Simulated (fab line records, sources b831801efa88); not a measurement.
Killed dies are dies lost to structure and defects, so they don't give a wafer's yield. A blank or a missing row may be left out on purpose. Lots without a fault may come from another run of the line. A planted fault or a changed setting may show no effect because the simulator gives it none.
A struck lot beside a sound one | flow sky130 | 24 steps out of a route of 708
Sound: wafers L486.1, L486.3, L486.5. Struck: wafers L483.1, L483.4, L483.5. The cause comes at the end.
At each step with rows: each side's tool, then ch and its chambers, then its first start. Under that, the readings that differ: sound wafers | struck wafers | difference of the means | sigmas: that difference in standard deviations of wafers without a fault.
alike: readings whose means differ by less than 2 such deviations, and words and numbers that are the same on both sides. not compared: withheld readings, readings that some wafer has no value for, bounds like >300 that may hide the same value, and numbers for which the record gives no deviation and whose values overlap.
The two part at a step that has a row with sigmas, a row that says differs or no value, or rows on one side only. Numbers that don't overlap but have no deviation are shown without sigmas and don't part them. A reading that every wafer of one side lacks parts them only if that side has two wafers or more.

SKY_NWELL_RS_MEAS_31: measures by four-point-probe.
  sound on film_metro-03, day 8 13:13; struck on film_metro-03, day 8 00:13
  alike: PWDE_RS
then, 7 steps without rows for these wafers: SKY_VT_ADJUST_HVTP_DEHYDRATE_00 (time 60 s); SKY_VT_ADJUST_HVTP_HMDS_01 (prime time 60 s); SKY_VT_ADJUST_HVTP_COAT_02 (resist thk 1140 nm); SKY_VT_ADJUST_HVTP_SOFTBAKE_03 (time 60 s); SKY_VT_ADJUST_HVTP_EXPOSE_04 (exposes mask HVTPM, target cd 380 nm); SKY_VT_ADJUST_HVTP_PEB_05; SKY_VT_ADJUST_HVTP_DEVELOP_06 (develop time 60 s).
SKY_VT_ADJUST_HVTP_CD_MEAS_07: target cd 380 nm.
  sound on cd_sem-01, day 9 09:44; struck on cd_sem-02, day 8 21:13
  alike: cd_nm
SKY_VT_ADJUST_HVTP_OVL_MEAS_08:
  sound on overlay-01, day 9 09:52; struck on overlay-01, day 8 21:20
  alike: VT_ADJUST_HVTP_OVL
then, 1 step without rows for these wafers: SKY_VT_ADJUST_HVTP_IMPLANT_09.
SKY_VT_ADJUST_HVTP_STRIP_10: strips in O2/N2.
  sound on plasma_asher-02 ch 0,1, day 9 10:03; struck on plasma_asher-04 ch 1, day 8 21:31
  no value came back on the struck wafers for any of 5 readings (chamber_pressure_mTorr (mTorr), drypump_motor_current_A (A) and others); on the sound wafers chamber_pressure_mTorr (mTorr) reads 1498.0 1500.3 1497.0
  reading                                             | sound | struck         | difference | sigmas
  model.NOVOLAK_of_VT_ADJUST_HVTP_COAT_02.thk_nm (nm) | 0 0 0 | 1145 1139 1144 | +1143      |
  not compared: rf_hours_counter_h
SKY_VT_ADJUST_HVTP_TW_MEAS_11:
  sound on film_metro-01, day 9 10:09; struck on film_metro-02, day 8 21:37
  alike: VT_ADJUST_HVTP_TW
then, 7 steps without rows for these wafers: SKY_VT_ADJUST_LVTN_DEHYDRATE_00 (time 60 s); SKY_VT_ADJUST_LVTN_HMDS_01 (prime time 60 s); SKY_VT_ADJUST_LVTN_COAT_02 (resist thk 3000 nm); SKY_VT_ADJUST_LVTN_SOFTBAKE_03; SKY_VT_ADJUST_LVTN_EXPOSE_04 (exposes mask NWM COMPLEMENT LESS NATIVE, target cd 840 nm); SKY_VT_ADJUST_LVTN_PEB_05; SKY_VT_ADJUST_LVTN_DEVELOP_06 (develop time 60 s).
SKY_VT_ADJUST_LVTN_OVL_MEAS_07:
  sound on overlay-02, day 10 08:26; struck on overlay-01, day 9 18:10
  alike: VT_ADJUST_LVTN_OVL
then, 1 step without rows for these wafers: SKY_VT_ADJUST_LVTN_IMPLANT_08.
SKY_VT_ADJUST_LVTN_STRIP_09: strips in O2/N2.
  sound on plasma_asher-02 ch 0,1, day 10 08:38; struck on plasma_asher-03 ch 0, day 9 18:21
  reading                      | sound             | struck            | difference | sigmas
  strip_time_to_endpoint_s (s) | 36.90 36.89 36.95 | 54.04 53.79 53.86 | +16.98     | +99 or more
  alike: chamber_pressure_mTorr, drypump_motor_current_A, o2_flow_sccm, oes_product_au
  not compared: rf_hours_counter_h
SKY_VT_ADJUST_LVTN_TW_MEAS_10:
  sound on film_metro-03, day 10 08:50; struck on film_metro-03, day 9 18:41
  reading           | sound             | struck         | difference | sigmas
  VT_ADJUST_LVTN_TW | 242.3 241.9 241.3 | 30.2 30.0 30.3 | -211.7     | -99 or more
  not compared: hold

WHERE THEY PART
First at SKY_VT_ADJUST_HVTP_STRIP_10; last, within this record, at SKY_VT_ADJUST_LVTN_TW_MEAS_10.

WHY: what the simulator had put in
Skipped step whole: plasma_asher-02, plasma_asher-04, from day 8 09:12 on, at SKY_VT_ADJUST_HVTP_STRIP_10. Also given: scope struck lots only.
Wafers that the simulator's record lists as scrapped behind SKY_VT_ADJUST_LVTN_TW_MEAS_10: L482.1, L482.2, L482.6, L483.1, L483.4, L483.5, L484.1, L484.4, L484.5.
